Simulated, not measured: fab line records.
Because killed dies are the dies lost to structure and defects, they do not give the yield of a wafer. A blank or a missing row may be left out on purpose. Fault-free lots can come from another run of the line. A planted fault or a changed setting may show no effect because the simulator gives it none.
Which tool did it? | flow sky130 | Sampling: 12 lots, 36 wafers, 2 of 708 route steps

== WHAT THE GAUGES SHOWED, per wafer ==
SKY_CAP2M_THK_MEAS_01. Usual: CAP2M_CVD_00_THK gives 15.59 nm (standard deviation 0.23).
lot  | measured     | on            | CAP2M_CVD_00_THK (nm) | flag
L580 | day 40 03:17 | film-metro-03 | 15.19 15.27 15.19     |
L581 | day 41 07:43 | film-metro-02 | 15.46 15.30 15.81     |
L583 | day 41 14:25 | film-metro-01 | 15.59 15.34 15.87     |
L584 | day 42 00:04 | film-metro-03 | 15.23 15.01 15.62     |
L585 | day 42 03:34 | film-metro-01 | 15.43 15.70 15.50     |
L592 | day 43 16:16 | film-metro-01 | 15.31 15.65 15.45     |
L591 | day 43 19:46 | film-metro-02 | 15.49 15.50 15.82     |
L593 | day 44 01:35 | film-metro-02 | 15.53 15.64 15.54     |
L595 | day 44 13:08 | film-metro-03 | 15.58 15.86 15.96     |
L599 | day 45 16:08 | film-metro-02 | 15.32 15.69 15.48     |
L600 | day 46 06:06 | film-metro-01 | 15.68 15.63 15.82     |
L601 | day 46 10:55 | film-metro-01 | 15.53 15.85 15.85     |

== WHAT TOOL EACH LOT RAN ON (gives the tool, then ch and the chambers of the sampled wafers, and finally the start) ==
lot  | SKY_CAP2M_CVD_00
L580 | pecvd-04 ch 0,1,2, day 40 03:16
L581 | pecvd-02 ch 0,2, day 41 07:41
L583 | pecvd-04 ch 0,2, day 41 14:24
L584 | pecvd-03 ch 0,2, day 42 00:02
L585 | pecvd-04 ch 0,2, day 42 03:32
L592 | pecvd-03 ch 0,1,2, day 43 16:14
L591 | pecvd-04 ch 1,2, day 43 19:44
L593 | pecvd-03 ch 0,2, day 44 01:34
L595 | pecvd-02 ch 0,2, day 44 13:05
L599 | pecvd-03 ch 1,2, day 45 16:06
L600 | pecvd-02 ch 2, day 46 06:04
L601 | pecvd-02 ch 0,2, day 46 10:53
- SKY_CAP2M_CVD_00: deposits SiO2, target thk 15.5 nm.

== WHAT THE TOOLS THEMSELVES READ (means of the sampled wafers that have a number; where no wafer has one, the mark that the record gives instead) ==
SKY_CAP2M_CVD_00. Usual: heater-power-w reads 707 W (standard deviation 91).
lot  | tool     | heater-power-w (W) | flag
L580 | pecvd-04 | 729                |
L581 | pecvd-02 | 762                |
L583 | pecvd-04 | 834                |
L584 | pecvd-03 | 718                |
L585 | pecvd-04 | 793                |
L592 | pecvd-03 | 672                |
L591 | pecvd-04 | 826                |
L593 | pecvd-03 | 679                |
L595 | pecvd-02 | 667                |
L599 | pecvd-03 | 637                |
L600 | pecvd-02 | 679                |
L601 | pecvd-02 | 672                |

== THE ANSWER, worked out from the rows above alone ==
Rule: a lot counts as off when the mean over its wafers that have a number is more than 3 standard deviations away from the usual mean. Also off: a lot with no number at a reading for which 4 or more lots have one. All remaining lots with rows at the step are treated as sound. Order of review: gauges by route order, followed by the tools' own readings, for which a lot's mean as printed above is used. The first step at which some lot is off is used, and at that step the reading that is off furthest; a lot without a number counts as furthest.
None of the lots is off at any reading shown; this tells nothing.

== WHAT HAD BEEN PUT IN BY THE SIMULATOR ==
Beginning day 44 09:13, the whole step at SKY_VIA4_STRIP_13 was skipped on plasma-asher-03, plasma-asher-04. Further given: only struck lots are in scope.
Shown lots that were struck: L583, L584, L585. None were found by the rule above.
